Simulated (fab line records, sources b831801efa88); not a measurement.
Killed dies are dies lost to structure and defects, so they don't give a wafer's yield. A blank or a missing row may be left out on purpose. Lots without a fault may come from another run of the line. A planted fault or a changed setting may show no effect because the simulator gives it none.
Chamber matching | flow sky130 | SKY_FIELD_ISO_ETCH_15 on rie_diel-04: 4 sister chambers
The step etches the open film in CHF3/O2, stops on Si, target depth 180 nm, time 72 s. 4 wafers are shown with their chamber, then 8 later ones without.

WAFERS WITH THEIR CHAMBER
wafer  | chamber | drypump_motor_current_A (A)
L273.5 | 3       | 5.4
L276.4 | 1       | 6.3
L276.6 | 2       | 5.1
L279.2 | 0       | 5.0

WAFERS WITHOUT THEIR CHAMBER
wafer  | drypump_motor_current_A (A)
L279.3 | 5.1
L279.6 | 5.5
L281.2 | 5.2
L281.4 | 5.0
L281.5 | 5.0
L286.2 | 5.1
L286.3 | 6.3
L286.6 | 5.0

WHICH CHAMBER EACH WENT THROUGH
wafer  | from the rows above          | in truth
L279.3 | can't be placed: 2 or 0      | 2
L279.6 | 3                            | 3
L281.2 | can't be placed: 2 or 0 or 3 | 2
L281.4 | can't be placed: 0 or 2      | 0
L281.5 | can't be placed: 0 or 2      | 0
L286.2 | can't be placed: 2 or 0      | 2
L286.3 | 1                            | 1
L286.6 | can't be placed: 0 or 2      | 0
Placed correctly: 2 of 8. Can't be placed from these rows: 6 (the true chamber is among the candidates in 6). Placed wrongly: 0.
How it was worked out, from the rows above alone: a wafer's distance from a chamber is the root of the sum, over the readings, of the square of ((its reading less the chamber's mean) divided by the reading's scatter). The wafer belongs to the nearest chamber; if the next one is less than 2 further off, it can't be placed. A chamber's mean is the mean of its shown wafers. The scatter: with one shown wafer a chamber, the root of the mean of the squares of how far each hidden wafer lies from its nearest shown one.
